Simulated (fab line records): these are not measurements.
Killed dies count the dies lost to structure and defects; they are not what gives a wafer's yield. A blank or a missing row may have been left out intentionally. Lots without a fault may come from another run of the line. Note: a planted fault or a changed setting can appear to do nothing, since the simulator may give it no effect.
fab line records	flow sky130
record: lots: 6	wafers: 18	last_day: 49
route steps=708 shown VT_ADJUST_LVTN@111 VT_ADJUST_NCORE@119
lots that met no fault: from a run of the same line without faults
start_h: the number of hours between the record's first day and the start of the first shown wafer of the lot	wait_h: time in hours since the lot's previous step	" the same as in the row above	L1.1+2: one row covering several wafers at once	- no value, or no start given	* or withheld: withheld	< > ~ a bound
route shown NAME@n: names a module that has steps shown in the file, with the first one's number in the route	usual: mean/standard deviation taken from wafers without a fault	same: alike in all rows	chamber/n: place in a boat	sites: readings site by site	_std_site: their standard deviation	_edge_site: inner sites' mean taken away from outer sites' mean	radius_mm: for every site, how far away it sits from the centre of the wafer	mask NAME#n: copy n	behind: tool/chamber where the wafer was last shaped	hold: reason for holding the lot/hours on hold/outcome of the hold	device: names the non-switching transistor (n, p or np)	end of line: tests of these same wafers at the route's end	for a step that has no rows: nothing shown but its recipe	killed: dies lost to structure and defects at the first sort, not the wafer's yield	map: shows each die of a wafer: x if killed, . if not, _ if none is there
set.NAME: the setting as run; set.NAME@STEP: as run at that earlier step	model.NAME: the simulator's own value behind a step, which no gauge read
lots at some steps of the route; a table a step, a row a wafer
services: a tool's chamber out of use, with start hour (start_h, from the record's first day; less than 0 if before it), hours out, and reason
== steps ==
step: SKY_VT_ADJUST_LVTN_SOFTBAKE_14
recipe: temp_c: 90	time_s: 60	resist: NOVOLAK
step: SKY_VT_ADJUST_LVTN_EXPOSE_15
recipe: mask_id: HVN_STD_DERIVED	na: 0.6	source_shape: conventional	sigma_outer: 0.6	polarization: unpolarized	target_cd_nm: 600	dose_mj: 163
step: SKY_VT_ADJUST_LVTN_PEB_16
recipe: temp_c: withheld	time_s: *	resist: NOVOLAK
step: SKY_VT_ADJUST_LVTN_DEVELOP_17
recipe: resist: NOVOLAK	developer: TMAH	develop_time_s: 60	dev_temp_c: 23
step: SKY_VT_ADJUST_LVTN_OVL_MEAS_18
usual: VT_ADJUST_LVTN_01_OVL: -0.1/1.2
lot.wafer	tool	chamber	start_h	wait_h	VT_ADJUST_LVTN_01_OVL[nm]
L846.1	overlay-02	-	183.15	0.1	1.1
L846.2	"	-	"	"	-0.6
L846.5	"	-	"	"	-0.6
L849.1	overlay-01	-	205.41	0.1	-1.6
L849.3	"	-	"	"	-1.9
L849.4	"	-	"	"	-0.4
L850.1	overlay-01	-	211.80	0.1	-1.1
L850.2	"	-	"	"	1.2
L850.6	"	-	"	"	-2.2
L858.1	overlay-02	-	271.35	0.1	-0.6
L858.2	"	-	"	"	1.4
L858.5	"	-	"	"	-0.4
L859.2	overlay-01	-	293.06	0.1	1.3
L859.5	"	-	"	"	1.5
L859.6	"	-	"	"	3.5
L863.1	overlay-02	-	303.20	0.1	-0.9
L863.4	"	-	"	"	0.2
L863.6	"	-	"	"	-0.5
step: SKY_VT_ADJUST_LVTN_IMPLANT_19
recipe: species: B	energy_kev: 30	dose_cm2: 6.5e+11	tilt_deg: withheld
step: SKY_VT_ADJUST_LVTN_STRIP_20
recipe: chemistry: O2/N2	power_w: 1400	pressure_mtorr: 1500	platen_temp_c: withheld	o2_flow_sccm: 3000	n2_flow_sccm: 300	overash_fraction: 0.5
usual: chamber_pressure_mTorr: 1500.1/1.4	drypump_motor_current_A: 5.49/0.16	oes_product_au: 0.716/0.0046	strip_time_to_endpoint_s: 14.19/0.036
lot.wafer	tool	chamber	start_h	wait_h	chamber_pressure_mTorr	drypump_motor_current_A	oes_product_au	rf_hours_counter_h	strip_time_to_endpoint_s
L846.1	plasma_asher-04	1	183.49	0.2	1500.5	5.40	0.719	6	14.19
L846.2	"	0	"	"	1500.5	5.56	0.717	6	14.18
L846.5	"	1	"	"	1498.8	5.41	0.724	-	14.20
L849.1	plasma_asher-02	0	205.60	0.1	1502.1	5.86	0.720	38	14.20
L849.3	"	1	"	"	1500.9	5.57	0.713	-	14.20
L849.4	"	0	"	"	1500.2	5.82	0.714	-	14.16
L850.1	plasma_asher-04	0	211.99	0.1	1500.0	5.56	0.728	9	14.20
L850.2	"	1	"	"	1500.5	5.39	0.712	9	14.18
L850.6	"	0	"	"	1499.7	5.55	0.720	-	14.27
L858.1	plasma_asher-04	1	271.54	0.1	1501.3	5.39	0.715	15	14.21
L858.2	"	0	"	"	1500.6	5.61	0.720	15	14.22
L858.5	"	1	"	"	1498.2	5.43	0.715	-	14.20
L859.2	plasma_asher-04	1	293.24	0.1	1500.5	5.40	0.717	18	14.15
L859.5	"	0	"	"	1502.9	5.59	0.709	-	14.15
L859.6	"	1	"	"	1501.8	5.42	0.714	-	14.17
L863.1	plasma_asher-01	1	303.39	0.1	1498.0	5.36	0.718	61	14.26
L863.4	"	1	"	"	1501.3	5.37	0.721	-	14.18
L863.6	"	0	"	"	1499.6	5.26	0.716	-	14.22
step: SKY_VT_ADJUST_LVTN_TW_MEAS_21
usual: VT_ADJUST_LVTN_2_TW: 188.9/1.5
lot.wafer	tool	chamber	start_h	wait_h	VT_ADJUST_LVTN_2_TW
L846.1	film_metro-04	-	183.59	0.1	189.6
L846.2	"	-	"	"	189.0
L846.5	"	-	"	"	188.8
L849.1	film_metro-04	-	205.70	0.1	188.0
L849.3	"	-	"	"	187.3
L849.4	"	-	"	"	188.0
L850.1	film_metro-03	-	212.09	0.1	190.6
L850.2	"	-	"	"	192.0
L850.6	"	-	"	"	190.6
L858.1	film_metro-02	-	271.64	0.1	187.8
L858.2	"	-	"	"	187.2
L858.5	"	-	"	"	187.1
L859.2	film_metro-02	-	293.35	0.1	187.1
L859.5	"	-	"	"	187.2
L859.6	"	-	"	"	186.6
L863.1	film_metro-03	-	303.49	0.1	190.7
L863.4	"	-	"	"	191.0
L863.6	"	-	"	"	189.9
step: SKY_VT_ADJUST_NCORE_DEHYDRATE_00
recipe: temp_c: 200	time_s: 60
step: SKY_VT_ADJUST_NCORE_HMDS_01
recipe: prime_time_s: 60	prime_temp_c: 120
step: SKY_VT_ADJUST_NCORE_COAT_02
recipe: resist: NOVOLAK	spin_rpm: 3000	resist_thk_nm: 1140
step: SKY_VT_ADJUST_NCORE_SOFTBAKE_03
recipe: temp_c: 90	time_s: 60	resist: NOVOLAK
step: SKY_VT_ADJUST_NCORE_EXPOSE_04
recipe: mask_id: LVTN_COMPLEMENT_THIN	na: 0.6	source_shape: conventional	sigma_outer: 0.6	polarization: unpolarized	target_cd_nm: 380	dose_mj: 139
usual: exposure_dose_mJ_cm2: 138.97/0.13	focus_offset_nm: 0.0/0.44
lot.wafer	tool	chamber	start_h	wait_h	mask	exposure_dose_mJ_cm2	focus_offset_nm
L846.1	iline_stepper-02	0	194.15	-	LVTN_COMPLEMENT_THIN#0	138.89	0.1
L846.2	"	0	"	"	LVTN_COMPLEMENT_THIN#0	138.99	-0.4
L846.5	"	0	"	"	LVTN_COMPLEMENT_THIN#0	139.04	-0.7
L849.1	iline_stepper-02	-	216.66	-	LVTN_COMPLEMENT_THIN#0	-	-
L849.3	"	-	"	"	LVTN_COMPLEMENT_THIN#0	-	-
L849.4	"	-	"	"	LVTN_COMPLEMENT_THIN#0	-	-
L850.1	iline_stepper-02	-	223.10	-	LVTN_COMPLEMENT_THIN#0	-	-
L850.2	"	-	"	"	LVTN_COMPLEMENT_THIN#0	-	-
L850.6	"	-	"	"	LVTN_COMPLEMENT_THIN#0	-	-
L858.1	iline_stepper-02	0	283.29	-	LVTN_COMPLEMENT_THIN#0	138.98	0.4
L858.2	"	0	"	"	LVTN_COMPLEMENT_THIN#0	138.77	0.3
L858.5	"	0	"	"	LVTN_COMPLEMENT_THIN#0	139.10	0.1
L859.2	iline_stepper-02	0	306.23	-	LVTN_COMPLEMENT_THIN#0	138.98	-0.1
L859.5	"	0	"	"	LVTN_COMPLEMENT_THIN#0	139.13	-0.1
L859.6	"	0	"	"	LVTN_COMPLEMENT_THIN#0	139.05	0.0
L863.1	iline_stepper-02	0	316.06	-	LVTN_COMPLEMENT_THIN#0	138.97	0.5
L863.4	"	0	"	"	LVTN_COMPLEMENT_THIN#0	138.75	0.4
L863.6	"	0	"	"	LVTN_COMPLEMENT_THIN#0	138.90	1.1
step: SKY_VT_ADJUST_NCORE_PEB_05
recipe: temp_c: withheld	time_s: *	resist: NOVOLAK
== services ==
tool	chamber	start_h	hours	kind
plasma_asher-04	-	160.57	2.8	repair
iline_stepper-02	0	222.37	-	calibration
plasma_asher-01	-	247.52	18.3	repair
== key ==
first_sign: step: SKY_VT_ADJUST_NCORE_EXPOSE_04	reading: tool_record	direction: missing
effect none on later readings
met_at SKY_VT_ADJUST_NCORE_EXPOSE_04
struck_wafers L849.1,L849.3,L849.4,L850.1,L850.2,L850.6
sort_left_out L849.1,L849.3,L849.4,L850.1,L850.2,L850.6
tester_left_out L849,L850
onset_between 194.15 216.66
fault: kind: skipped_step_whole	tool: iline_stepper-02	chamber: -	onset_h: 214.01	steps: SKY_VT_ADJUST_NCORE_EXPOSE_04	scope: struck_lots_only
tester_left_out: of these lots the tester's yield and bins aren't shown, on N5 and GAA mostly nor the transistor test; their killed dies are dies lost to structure and defects alone, not to doping, threshold or leakage, so they don't give the yield
sort_left_out: the simulated sort isn't trusted on such a fault, so these wafers' sort isn't shown, and their yield isn't known
